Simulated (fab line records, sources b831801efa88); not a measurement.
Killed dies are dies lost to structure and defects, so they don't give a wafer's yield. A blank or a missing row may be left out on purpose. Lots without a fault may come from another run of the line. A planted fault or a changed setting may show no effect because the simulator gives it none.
Which tool did it? | flow sky130 | 12 lots, 36 wafers sampled, at 5 steps of a route of 708

WHAT THE GAUGES READ, wafer by wafer
SKY_CAP2M_THK_MEAS_04: measures by xrf. Usual: CAP2M_TIN_THK 198.3 nm, standard deviation 2.5.
lot  | measured     | on            | CAP2M_TIN_THK (nm) | flag
L781 | day 40 06:40 | film_metro-04 | 201.3 202.7 200.5  |
L785 | day 41 14:16 | film_metro-02 | 197.0 198.5 199.2  |
L787 | day 41 21:22 | film_metro-03 | 193.7 192.2 192.6  |
L788 | day 42 08:33 | film_metro-04 | 201.0 199.8 203.9  |
L789 | day 42 15:37 | film_metro-03 | 194.6 193.4 195.7  |
L790 | day 42 18:12 | film_metro-04 | 197.1 194.0 193.9  |
L791 | day 43 00:49 | film_metro-02 | 199.1 199.4 197.5  |
L792 | day 43 06:58 | film_metro-03 | 196.3 197.9 195.4  |
L793 | day 43 20:11 | film_metro-03 | 197.2 199.6 199.1  |
L795 | day 44 18:44 | film_metro-04 | 200.5 198.3 202.0  |
L800 | day 45 23:08 | film_metro-03 | 197.7 196.8 199.0  |
L802 | day 46 14:17 | film_metro-02 | 197.2 199.3 201.2  |

SKY_VIA4_THK_MEAS_01. Usual: VIA4_HDPCVD_THK 1763 nm, standard deviation 15.
lot  | measured     | on            | VIA4_HDPCVD_THK (nm)          | flag
L781 | day 42 05:32 | film_metro-04 | 1747 1740 1756                |
L785 | day 43 14:23 | film_metro-02 | 1765 1767 1755                |
L787 | day 43 21:06 | film_metro-02 | 1785 1778 1764                |
L788 | day 44 06:37 | film_metro-02 | 1759 1781 1779                |
L789 | day 44 14:52 | film_metro-02 | 1798 1782 1783                |
L790 | day 44 17:09 | film_metro-02 | 1743 1757 2629 1742 1755 2633 | OFF
L791 | day 44 23:01 | film_metro-04 | 1759 2623 1751 1760 2620 1752 | OFF
L792 | day 45 03:46 | film_metro-02 | 1743 1749 1751                |
L793 | day 45 18:00 | film_metro-04 | 1764 1741 1761                |
L795 | day 46 14:59 | film_metro-02 | 1743 2611 1764 1743 2611 1766 | OFF
L800 | day 47 17:06 | film_metro-04 | 1752 1758 1745                |
L802 | day 48 05:29 | film_metro-04 | 1769 1758 1763                |

WHICH TOOL RAN EACH LOT (tool, then ch and the chambers of the sampled wafers, then the start)
lot  | SKY_VIA3_CVD_21               | SKY_METAL4_SPUTTER_04        | SKY_VIA4_HDPCVD_00
L781 | cvd_w-01 ch 0,1, day 40 05:36 | pvd_sputter-02, day 40 06:18 | hdpcvd-01 ch 1,2, day 42 05:16
L785 | cvd_w-01 ch 0,1, day 41 13:13 | pvd_sputter-01, day 41 13:53 | hdpcvd-02 ch 0,1,2, day 43 14:11
L787 | cvd_w-01 ch 0,1, day 41 20:09 | pvd_sputter-04, day 41 21:01 | hdpcvd-02 ch 0,1, day 43 20:55
L788 | cvd_w-02 ch 0,1, day 42 07:30 | pvd_sputter-04, day 42 08:10 | hdpcvd-02 ch 1,2, day 44 06:25
L789 | cvd_w-01 ch 0,1, day 42 14:33 | pvd_sputter-02, day 42 15:16 | hdpcvd-02 ch 0,2, day 44 14:41
L790 | cvd_w-02 ch 0,1, day 42 17:08 | pvd_sputter-02, day 42 17:50 | hdpcvd-02 ch 0,1,2, day 44 16:58
L791 | cvd_w-01 ch 0,1, day 42 23:45 | pvd_sputter-02, day 43 00:27 | hdpcvd-02 ch 0,1,2, day 44 22:49
L792 | cvd_w-02 ch 0,1, day 43 05:51 | pvd_sputter-04, day 43 06:34 | hdpcvd-01 ch 0,1, day 45 03:35
L793 | cvd_w-01 ch 0,1, day 43 19:07 | pvd_sputter-02, day 43 19:49 | hdpcvd-01 ch 0,1,2, day 45 17:49
L795 | cvd_w-02 ch 0,1, day 44 17:40 | pvd_sputter-04, day 44 18:23 | hdpcvd-02 ch 0,1,2, day 46 14:49
L800 | cvd_w-02 ch 0,1, day 45 22:04 | pvd_sputter-02, day 45 22:46 | hdpcvd-01 ch 0,2, day 47 16:55
L802 | cvd_w-01 ch 0,1, day 46 13:11 | pvd_sputter-02, day 46 13:54 | hdpcvd-01 ch 1,2, day 48 05:18
- SKY_VIA3_CVD_21: deposits W, target thk 390 nm, time 117.31 s.
- SKY_METAL4_SPUTTER_04: material TiN, target thk 70 nm, time 58.3 s.
- SKY_VIA4_HDPCVD_00: deposits SiO2, target thk 1750 nm, time 291.7 s.

WHAT THE TOOLS THEMSELVES READ (means of the sampled wafers that have a number; where no wafer has one, the mark that the record gives instead)
SKY_VIA3_CVD_21. Usual: heater_power_w 827 W, standard deviation 79.
lot  | tool     | heater_power_w (W) | flag
L781 | cvd_w-01 | 914                |
L785 | cvd_w-01 | 856                |
L787 | cvd_w-01 | 850                |
L788 | cvd_w-02 | 778                |
L789 | cvd_w-01 | 848                |
L790 | cvd_w-02 | 771                |
L791 | cvd_w-01 | 858                |
L792 | cvd_w-02 | 765                |
L793 | cvd_w-01 | 856                |
L795 | cvd_w-02 | 788                |
L800 | cvd_w-02 | 774                |
L802 | cvd_w-01 | 852                |

SKY_METAL4_SPUTTER_04. Usual: throttle_valve_pct 29.6 %, standard deviation 1.1.
lot  | tool           | throttle_valve_pct (%) | flag
L781 | pvd_sputter-02 | 29.0                   |
L785 | pvd_sputter-01 | 29.2                   |
L787 | pvd_sputter-04 | 30.5                   |
L788 | pvd_sputter-04 | 29.9                   |
L789 | pvd_sputter-02 | 29.0                   |
L790 | pvd_sputter-02 | 29.1                   |
L791 | pvd_sputter-02 | 30.4                   |
L792 | pvd_sputter-04 | 30.4                   |
L793 | pvd_sputter-02 | 29.0                   |
L795 | pvd_sputter-04 | 30.2                   |
L800 | pvd_sputter-02 | 28.9                   |
L802 | pvd_sputter-02 | 29.0                   |

SKY_VIA4_HDPCVD_00. Usual: sih4_flow_sccm 59.99 sccm, standard deviation 0.17.
lot  | tool      | sih4_flow_sccm (sccm) | flag
L781 | hdpcvd-01 | 60.05                 |
L785 | hdpcvd-02 | 60.12                 |
L787 | hdpcvd-02 | 60.16                 |
L788 | hdpcvd-02 | 60.00                 |
L789 | hdpcvd-02 | 59.96                 |
L790 | hdpcvd-02 | 69.87                 | OFF
L791 | hdpcvd-02 | 70.04                 | OFF
L792 | hdpcvd-01 | 59.93                 |
L793 | hdpcvd-01 | 60.18                 |
L795 | hdpcvd-02 | 70.04                 | OFF
L800 | hdpcvd-01 | 59.96                 |
L802 | hdpcvd-01 | 59.91                 |

THE ANSWER, worked out from the rows above alone
Rule: a lot is off if the mean of its wafers that have a number lies more than 3 standard deviations from the usual mean. A lot without any number at a reading at which 4 lots or more have one is off too. The other lots that the step has rows for count as sound. The gauges are gone through in route order, then the tools' own readings, and for those a lot's mean is taken as printed above. The first step at which some lot is off is used, and at that step the reading that is off furthest; a lot without a number counts as furthest.
Off: L790, L791, L795, at SKY_VIA4_THK_MEAS_01 (VIA4_HDPCVD_THK).
A tool fits if, at a process step before that reading, it ran every lot that is off, and no sound lot after the first of them. The gauges at SKY_VIA4_THK_MEAS_01 aren't tried: what is off there is off at SKY_VIA4_HDPCVD_00 too, on other tools, and a gauge's error can't cause that. One fits: hdpcvd-02 at SKY_VIA4_HDPCVD_00. Its last sound lot is L789 (day 44 14:41), its first lot that is off L790 (day 44 16:58): a fault that began between those two fits.
The tool's own readings at SKY_VIA4_HDPCVD_00 bear it out: on the lots that are off they differ by more than 5 times the standard deviation of the sound lots' means. sih4_flow_sccm reads 69.98 sccm there against 60.03 sccm on the sound lots.

WHAT THE SIMULATOR HAD PUT IN
Process parameter drift: hdpcvd-02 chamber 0, from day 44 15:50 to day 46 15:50, at SKY_VIA4_HDPCVD_00. Setting sih4_flow_sccm, moved by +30, from 60. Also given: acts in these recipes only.
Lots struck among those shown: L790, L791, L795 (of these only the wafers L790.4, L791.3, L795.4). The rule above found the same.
